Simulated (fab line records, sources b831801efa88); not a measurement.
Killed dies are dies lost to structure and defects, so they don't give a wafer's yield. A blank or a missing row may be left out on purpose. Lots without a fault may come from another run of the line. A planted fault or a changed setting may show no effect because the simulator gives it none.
fab line records | flow sky130
record lots=6 wafers=18 last_day=50
route steps=708 shown VT_ADJUST_HVTR@139 VT_ADJUST_PCH@143
lots that met no fault: from a run of the same line without faults
start_h: hours from the record's first day to the start of the lot's first wafer shown | wait_h: hours since the lot's step before | " the same as in the row above | L1.1+2: a row that stands for several wafers | - no value, or no start given | * or withheld: withheld | < > ~ a bound
route shown NAME@n: a module of which the file shows steps, and the number in the route of the first | usual: mean/standard deviation of fault-free wafers | same: alike in all rows | chamber/n: place in a boat | sites: the reading at each site | _std_site: their standard deviation | _edge_site: outer sites' mean less inner sites' | radius_mm: how far each site lies from the wafer's centre | mask NAME#n: copy n | behind: the tool/chamber that last shaped the wafer | hold: why the lot was held/for how many hours/how that ended | device: the transistor (n, p or np) that didn't switch | end of line: the same wafers' tests at the end of the route | a step without rows: its recipe alone | killed: dies lost to structure and defects at the first sort, not the wafer's yield | map: a wafer's dies, x killed, . not, _ none there
set.NAME: the setting as run; set.NAME@STEP: as run at that earlier step | model.NAME: the simulator's own value behind a step, which no gauge read
lots at some steps of the route; a table a step, a row a wafer
services: from which hour (start_h, from the record's first day; less than 0 if before it) a tool's chamber was out of use, for how many hours, and why
## steps
# step SKY_VT_ADJUST_HVTR_OVL_MEAS_08
# usual VT_ADJUST_HVTR_OVL=-1.3/1.3
# columns lot.wafer tool chamber start_h wait_h VT_ADJUST_HVTR_OVL[nm]
L231.2 overlay-02 - 313.27 0.1 -2.1
L231.3 " - " " -2.1
L231.5 " - " " -1.9
L232.1 overlay-02 - 319.31 0.1 -1.0
L232.2 " - " " -2.7
L232.4 " - " " -1.3
L233.1 overlay-01 - 329.70 0.1 -0.4
L233.2 " - " " -0.8
L233.5 " - " " -1.1
L238.2 overlay-02 - 367.91 0.1 -2.0
L238.4 " - " " -0.7
L238.5 " - " " -0.4
L240.4 overlay-02 - 382.64 0.1 -2.5
L240.5 " - " " -3.0
L240.6 " - " " -1.9
L241.1 overlay-01 - 389.32 0.1 0.1
L241.2 " - " " -2.3
L241.6 " - " " -0.3
# step SKY_VT_ADJUST_HVTR_IMPLANT_09
# recipe species=B energy_kev=10 dose_cm2=2.1e+12 tilt_deg=withheld
# step SKY_VT_ADJUST_HVTR_STRIP_10
# recipe chemistry=O2/N2 power_w=1400 pressure_mtorr=1500 platen_temp_c=withheld o2_flow_sccm=3000 n2_flow_sccm=300 overash_fraction=0.5
# usual drypump_motor_current_A=5.91/0.27 oes_product_au=0.715/0.0044 strip_time_to_endpoint_s=14.17/0.041
# columns lot.wafer tool chamber start_h wait_h drypump_motor_current_A oes_product_au rf_hours_counter_h strip_time_to_endpoint_s
L231.2 plasma_asher-01 0 313.45 0.1 5.69 0.717 49 14.16
L231.3 " 1 " " 5.31 0.709 - 14.15
L231.5 " 1 " " 5.29 0.709 - 14.17
L232.1 plasma_asher-02 0 319.49 0.1 5.77 0.715 60 14.18
L232.2 " 1 " " 6.02 0.713 60 14.23
L232.4 " 0 " " 5.76 0.713 - 14.24
L233.1 plasma_asher-01 0 329.89 0.1 5.70 0.720 51 14.20
L233.2 " 1 " " 5.30 0.718 51 14.18
L233.5 " 1 " " 5.32 0.723 - 14.13
L238.2 plasma_asher-02 0 368.09 0.1 5.83 0.718 65 14.24
L238.4 " 0 " " 5.79 0.712 - 14.20
L238.5 " 1 " " 6.08 0.712 - 14.22
L240.4 plasma_asher-02 1 382.84 0.1 6.04 0.709 - 14.13
L240.5 " 0 " " 5.79 0.721 - 14.19
L240.6 " 1 " " 6.04 0.713 - 14.18
L241.1 plasma_asher-02 0 389.50 0.1 5.76 0.715 67 14.14
L241.2 " 1 " " 6.03 0.720 67 14.17
L241.6 " 1 " " 6.03 0.715 - 14.19
# step SKY_VT_ADJUST_HVTR_TW_MEAS_11
# usual VT_ADJUST_HVTR_TW=208.9/2
# columns lot.wafer tool chamber start_h wait_h VT_ADJUST_HVTR_TW
L231.2 film_metro-04 - 313.56 0.1 211.8
L231.3 " - " " 210.7
L231.5 " - " " 210.4
L232.1 film_metro-03 - 319.59 0.1 207.1
L232.2 " - " " 208.3
L232.4 " - " " 208.5
L233.1 film_metro-04 - 329.99 0.1 212.3
L233.2 " - " " 211.5
L233.5 " - " " 211.7
L238.2 film_metro-03 - 368.20 0.1 205.5
L238.4 " - " " 205.2
L238.5 " - " " 206.7
L240.4 film_metro-01 - 382.98 0.1 208.8
L240.5 " - " " 208.8
L240.6 " - " " 209.8
L241.1 film_metro-01 - 389.60 0.1 211.6
L241.2 " - " " 211.1
L241.6 " - " " 211.4
# step SKY_VT_ADJUST_PCH_DEHYDRATE_00
# recipe temp_c=200 time_s=60
# step SKY_VT_ADJUST_PCH_HMDS_01
# recipe prime_time_s=60 prime_temp_c=120
# step SKY_VT_ADJUST_PCH_COAT_02
# recipe spin_rpm=2000 resist_thk_nm=3000
# step SKY_VT_ADJUST_PCH_SOFTBAKE_03
# recipe temp_c=110 time_s=withheld
# step SKY_VT_ADJUST_PCH_EXPOSE_04
# recipe mask_id=NWM na=0.6 source_shape=conventional sigma_outer=0.6 polarization=unpolarized target_cd_nm=840 dose_mj=255
# step SKY_VT_ADJUST_PCH_PEB_05
# recipe temp_c=115 time_s=withheld
# step SKY_VT_ADJUST_PCH_DEVELOP_06
# recipe wall_angle_deg=90 developer=TMAH develop_time_s=60 dev_temp_c=23
# step SKY_VT_ADJUST_PCH_OVL_MEAS_07
# usual VT_ADJUST_PCH_OVL=-0.1/1.4
# columns lot.wafer tool chamber start_h wait_h VT_ADJUST_PCH_OVL[nm]
L231.2 overlay-02 - 342.40 - -0.1
L231.3 " - " " -0.6
L231.5 " - " " 0.5
L232.1 overlay-02 - 347.93 - -0.1
L232.2 " - " " -1.0
L232.4 " - " " -0.6
L233.1 overlay-02 - 358.74 - -3.1
L233.2 " - " " -0.8
L233.5 " - " " -1.6
L238.2 overlay-02 - 398.10 - -0.3
L238.4 " - " " -1.7
L238.5 " - " " -0.4
L240.4 overlay-01 - 410.36 - 0.5
L240.5 " - " " -0.5
L240.6 " - " " 2.7
L241.1 overlay-02 - 419.00 - -0.6
L241.2 " - " " -0.8
L241.6 " - " " -0.9
# step SKY_VT_ADJUST_PCH_IMPLANT_08
# recipe species=B energy_kev=10 dose_cm2=5e+11 tilt_deg=withheld
# usual beam_energy_keV=10.000/0.0035 beam_on_s=10.00/0.21
# columns lot.wafer tool chamber start_h wait_h beam_energy_keV beam_on_s
L231.2 implanter-04 0 342.45 0.0 10.000 10.05
L231.3 " 0 " " 10.000 9.67
L231.5 " 0 " " 9.997 9.98
L232.1 implanter-02 - 347.97 0.0 - -
L232.2 " - " " - -
L232.4 " - " " - -
L233.1 implanter-03 - 358.78 0.0 - -
L233.2 " - " " - -
L233.5 " - " " - -
L238.2 implanter-02 0 398.16 0.0 9.996 9.89
L238.4 " 0 " " 9.997 10.22
L238.5 " 0 " " 9.999 9.98
L240.4 implanter-02 0 410.45 0.1 10.000 10.25
L240.5 " 0 " " 9.999 9.68
L240.6 " 0 " " 9.995 10.56
L241.1 implanter-03 0 419.03 0.0 9.996 9.77
L241.2 " 0 " " 10.002 9.71
L241.6 " 0 " " 9.997 10.02
# step SKY_VT_ADJUST_PCH_STRIP_09
# recipe chemistry=O2/N2 power_w=1400 pressure_mtorr=1500 platen_temp_c=withheld o2_flow_sccm=3000 n2_flow_sccm=300 overash_fraction=0.5
# usual drypump_motor_current_A=5.9/0.41 oes_product_au=0.722/0.0045 strip_time_to_endpoint_s=36.89/0.1
# columns lot.wafer tool chamber start_h wait_h drypump_motor_current_A oes_product_au rf_hours_counter_h strip_time_to_endpoint_s
L231.2 plasma_asher-02 0 342.58 0.1 5.8 0.718 63 36.87
L231.3 " 1 " " 6.0 0.724 - 36.95
L231.5 " 0 " " 5.8 0.719 - 36.91
L232.1 plasma_asher-02 0 348.12 0.1 5.8 0.719 63 36.75
L232.2 " 1 " " 6.0 0.727 63 36.72
L232.4 " 0 " " 5.8 0.713 - 36.82
L233.1 plasma_asher-03 1 358.93 0.1 6.2 0.719 24 36.99
L233.2 " 0 " " 6.2 0.720 24 36.95
L233.5 " 1 " " 6.2 0.731 - 36.82
L238.2 plasma_asher-04 0 398.28 0.1 5.6 0.721 67 36.94
L238.4 " 0 " " 5.6 0.726 - 36.95
L238.5 " 1 " " 4.9 0.722 - 37.06
L240.4 plasma_asher-03 1 410.56 0.1 6.2 0.721 - 36.83
L240.5 " 0 " " 6.2 0.721 - 36.87
L240.6 " 1 " " 6.2 0.724 - 36.96
L241.1 plasma_asher-04 0 419.18 0.1 5.6 0.722 70 36.93
L241.2 " 1 " " 4.9 0.724 70 36.93
L241.6 " 0 " " 5.6 0.721 - 36.92
# step SKY_VT_ADJUST_PCH_TW_MEAS_10
# usual VT_ADJUST_PCH_TW=142.3/1.3
# columns lot.wafer tool chamber start_h wait_h VT_ADJUST_PCH_TW
L231.2 film_metro-02 - 342.69 0.1 141.2
L231.3 " - " " 140.8
L231.5 " - " " 139.8
L232.1 film_metro-02 - 348.22 0.1 29.6
L232.2 " - " " 29.5
L232.4 " - " " 29.6
L233.1 film_metro-01 - 359.03 0.1 29.7
L233.2 " - " " 29.9
L233.5 " - " " 29.8
L238.2 film_metro-01 - 398.39 0.1 142.6
L238.4 " - " " 143.5
L238.5 " - " " 142.8
L240.4 film_metro-04 - 410.66 0.1 144.4
L240.5 " - " " 144.3
L240.6 " - " " 143.9
L241.1 film_metro-04 - 419.28 0.1 143.4
L241.2 " - " " 144.3
L241.6 " - " " 143.3
## services
# columns tool chamber start_h hours kind
plasma_asher-02 - 301.22 6.1 repair
plasma_asher-04 - 303.50 14.6 pm
implanter-02 - 320.56 3.3 repair
implanter-04 - 322.27 12.9 pm
implanter-03 - 345.17 1.6 repair
implanter-03 - 351.89 2.8 pm
plasma_asher-03 - 371.09 4.2 repair
plasma_asher-03 - 376.37 1.2 repair
implanter-02 - 379.24 3.7 repair
implanter-02 - 383.08 1.3 repair
plasma_asher-02 - 390.57 28.1 pm
implanter-04 - 415.78 4.3 pm
## key
first_sign step=SKY_VT_ADJUST_PCH_IMPLANT_08 reading=tool_record direction=missing
effect step=SKY_VT_ADJUST_PCH_TW_MEAS_10 reading=VT_ADJUST_PCH_TW direction=down sigmas=87 usual=142.3 struck=29.7
met_at SKY_VT_ADJUST_PCH_IMPLANT_08
struck_wafers L232.1,L232.2,L232.4,L233.1,L233.2,L233.5
later_rows_left_out L232.1,L232.2,L232.4,L233.1,L233.2,L233.5
sort_left_out L232.1,L232.2,L232.4,L233.1,L233.2,L233.5
tester_left_out L232,L233
fault kind=skipped_step_whole tool=implanter-02,implanter-03 chamber=- onset_h=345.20 steps=SKY_VT_ADJUST_PCH_IMPLANT_08 scope=struck_lots_only
# tester_left_out: of these lots the tester's yield and bins aren't shown, on N5 and GAA mostly nor the transistor test; their killed dies are dies lost to structure and defects alone, not to doping, threshold or leakage, so they don't give the yield
# sort_left_out: the simulated sort isn't trusted on such a fault, so these wafers' sort isn't shown, and their yield isn't known
# later_rows_left_out: the simulator's readings of these wafers behind a module that went badly wrong aren't trusted and aren't shown, but for the sort
